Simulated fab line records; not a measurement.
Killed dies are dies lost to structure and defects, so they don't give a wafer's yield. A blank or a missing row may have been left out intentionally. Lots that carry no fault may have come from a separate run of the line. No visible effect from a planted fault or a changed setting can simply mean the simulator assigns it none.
2 desks, one fault + flow sky130 + every desk sees just its own numbers, and what lay behind them comes last

DESK OF THE TOOL OWNER: lithoTrack-02
The tool's own readings at SKY_VIA1_DEVELOP_11 (develop time 60 s): means of the sampled wafers that have a number, for each lot that ran on this tool. Any lot whose mean is over 4 standard deviations away from the usual mean is out of limits and marked OUT; that distance is given in the brackets.
Columns: A = chillPlateTempC at SKY_VIA1_DEVELOP_11, usual 22.99 C
| lot  | first seen here | A     |
|------|-----------------|-------|
| L793 | day 35 09:00    | 23.02 |
This desk's finding: nothing out of limits on the one lot.

FROM THE METROLOGY DESK
What the gauges read for every lot (on any tool): the sampled wafers with a number, averaged. Any lot whose mean is over 4 standard deviations away from the usual mean is out of limits and marked OUT; that distance is given in the brackets.
Columns: A = VIA1_HDPCVD_THK at SKY_VIA1_THK_MEAS_01, usual 1036 nm; B = VIA1_BOW at SKY_VIA1_BOW_MEAS_03, usual 81 um; C = cdNm at SKY_VIA1_CD_MEAS_12, usual 149.5 nm
| lot  | first seen here | A    | B  | C     |
|------|-----------------|------|----|-------|
| L793 | day 34 09:19    | 1019 | 88 | 149.7 |
| L795 | day 35 13:11    | 1041 | 80 | 149.0 |
| L800 | day 37 01:29    | 1043 | 77 | -     |
| L801 | day 37 08:10    | 1042 | 79 | -     |
| L803 | day 37 10:58    | 1026 | 81 | -     |
| L810 | day 39 12:13    | 1039 | 79 | 148.6 |
| L811 | day 40 07:28    | 1040 | 76 | 151.9 |
This desk's finding: nothing out of limits on any of the 7 lots.

BROUGHT TOGETHER
The tool owner's desk saw nothing out of limits.
Metrology desk: nothing out of limits seen.

WHAT WAS PUT IN BY THE SIMULATOR
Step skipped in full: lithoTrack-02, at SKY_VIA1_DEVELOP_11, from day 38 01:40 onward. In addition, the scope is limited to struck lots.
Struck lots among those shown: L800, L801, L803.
